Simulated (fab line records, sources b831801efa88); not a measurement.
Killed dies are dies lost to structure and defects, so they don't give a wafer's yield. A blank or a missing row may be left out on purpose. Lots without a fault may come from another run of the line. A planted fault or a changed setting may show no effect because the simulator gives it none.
Which tool did it? | flow gf180mcu | 13 lots, 39 wafers sampled, at 3 steps of a route of 602

WHAT THE GAUGES READ, wafer by wafer
GF_MIM_THK_MEAS_06.
lot  | measured     | on            | MIM_CVD_05_THK (nm)
L978 | day 24 21:58 | film_metro-02 | 41.5 42.0 42.0
L979 | day 25 00:26 | film_metro-02 | 41.6 42.1 42.8
L981 | day 25 11:49 | film_metro-02 | 42.0 41.2 42.4
L982 | day 26 19:19 | film_metro-01 | 42.3 42.2 43.1
L984 | day 26 23:06 | film_metro-04 | 41.4 42.2 41.9
L985 | day 27 04:16 | film_metro-04 | 41.7 42.4 42.3
L986 | day 27 20:20 | film_metro-04 | 41.6 42.0 42.0
L988 | day 28 00:11 | film_metro-04 | 41.5 42.5 42.5
L991 | day 28 23:43 | film_metro-04 | 41.7 42.4 42.4
L997 | day 31 02:30 | film_metro-04 | 42.4 42.4 43.0
L999 | day 31 07:14 | film_metro-01 | 42.0 41.7 42.0
L998 | day 31 07:26 | film_metro-01 | 42.2 41.9 43.0
L100 | day 31 12:22 | film_metro-02 | 41.7 42.4 42.6

WHICH TOOL RAN EACH LOT (tool, then ch and the chambers of the sampled wafers, then the start)
lot  | GF_MIM_SPUTTER_00            | GF_MIM_SPUTTER_03
L978 | pvd_sputter-04, day 24 21:41 | pvd_sputter-04, day 24 21:51
L979 | pvd_sputter-02, day 25 00:10 | pvd_sputter-02, day 25 00:20
L981 | pvd_sputter-04, day 25 11:34 | pvd_sputter-04, day 25 11:43
L982 | pvd_sputter-03, day 26 19:04 | pvd_sputter-03, day 26 19:13
L984 | pvd_sputter-03, day 26 22:50 | pvd_sputter-03, day 26 23:00
L985 | pvd_sputter-03, day 27 04:01 | pvd_sputter-03, day 27 04:11
L986 | pvd_sputter-04, day 27 20:02 | pvd_sputter-04, day 27 20:12
L988 | pvd_sputter-03, day 27 23:56 | pvd_sputter-03, day 28 00:06
L991 | pvd_sputter-03, day 28 23:26 | pvd_sputter-03, day 28 23:36
L997 | pvd_sputter-04, day 31 02:14 | pvd_sputter-04, day 31 02:23
L999 | pvd_sputter-02, day 31 06:59 | pvd_sputter-02, day 31 07:08
L998 | pvd_sputter-03, day 31 07:11 | pvd_sputter-03, day 31 07:20
L100 | pvd_sputter-03, day 31 12:07 | pvd_sputter-03, day 31 12:16
- GF_MIM_SPUTTER_00: material Ti, target thk 37.5 nm, time 150 s.
- GF_MIM_SPUTTER_03: material Ti, target thk 10 nm, time 6.7 s.

WHAT THE TOOLS THEMSELVES READ (means of the sampled wafers that have a number; where no wafer has one, the mark that the record gives instead)
GF_MIM_SPUTTER_00.
lot  | tool           | chamber_pressure_pa (Pa) | throttle_valve_pct (%)
L978 | pvd_sputter-04 | 2.001                    | 30.0
L979 | pvd_sputter-02 | 2.004                    | 29.3
L981 | pvd_sputter-04 | 1.997                    | 29.5
L982 | pvd_sputter-03 | 1.997                    | 32.0
L984 | pvd_sputter-03 | 2.002                    | 30.8
L985 | pvd_sputter-03 | 1.998                    | 30.9
L986 | pvd_sputter-04 | 2.004                    | 30.0
L988 | pvd_sputter-03 | 2.000                    | 30.8
L991 | pvd_sputter-03 | 2.048                    | 31.3
L997 | pvd_sputter-04 | 2.004                    | 30.3
L999 | pvd_sputter-02 | 2.000                    | 29.7
L998 | pvd_sputter-03 | 2.000                    | 30.7
L100 | pvd_sputter-03 | 1.997                    | 30.9

GF_MIM_SPUTTER_03.
lot  | tool           | chamber_pressure_pa (Pa) | throttle_valve_pct (%)
L978 | pvd_sputter-04 | 0.2996                   | 29.9
L979 | pvd_sputter-02 | 0.2999                   | 29.5
L981 | pvd_sputter-04 | 0.3000                   | 29.7
L982 | pvd_sputter-03 | 0.3001                   | 31.9
L984 | pvd_sputter-03 | 0.3002                   | 30.9
L985 | pvd_sputter-03 | 0.2994                   | 30.9
L986 | pvd_sputter-04 | 0.3001                   | 29.9
L988 | pvd_sputter-03 | 0.2999                   | 30.8
L991 | pvd_sputter-03 | 0.3006                   | 31.8
L997 | pvd_sputter-04 | 0.3003                   | 30.3
L999 | pvd_sputter-02 | 0.2999                   | 29.8
L998 | pvd_sputter-03 | 0.2997                   | 30.8
L100 | pvd_sputter-03 | 0.3001                   | 31.0

THE ANSWER, worked out from the rows above alone
Rule: what is usual is taken from the lots themselves. Put in order of their means at a reading, lots are off if they are a third of the lots or fewer, leave a main group of 4 or more, and stand apart from it by a gap of 3 or more times the standard deviation of the main group's means; of several such gaps the widest counts. A main group whose means are all the same, to the digits that the tables above print for the reading, isn't used. A lot without any number at a reading at which 4 lots or more have one is off too. The other lots that the step has rows for count as sound. The gauges are gone through in route order, then the tools' own readings, and for those a lot's mean is taken as printed above. The first step at which some lot is off is used, and at that step the reading that is off furthest; a lot without a number counts as furthest.
Off: L991, at GF_MIM_SPUTTER_00 (chamber_pressure_pa). The main group: mean 2.000 Pa, standard deviation 0.0026.
A tool fits if, at that step or a process step before it, it ran every lot that is off, and no sound lot after the first of them. None of those tried fits.

WHAT THE SIMULATOR HAD PUT IN
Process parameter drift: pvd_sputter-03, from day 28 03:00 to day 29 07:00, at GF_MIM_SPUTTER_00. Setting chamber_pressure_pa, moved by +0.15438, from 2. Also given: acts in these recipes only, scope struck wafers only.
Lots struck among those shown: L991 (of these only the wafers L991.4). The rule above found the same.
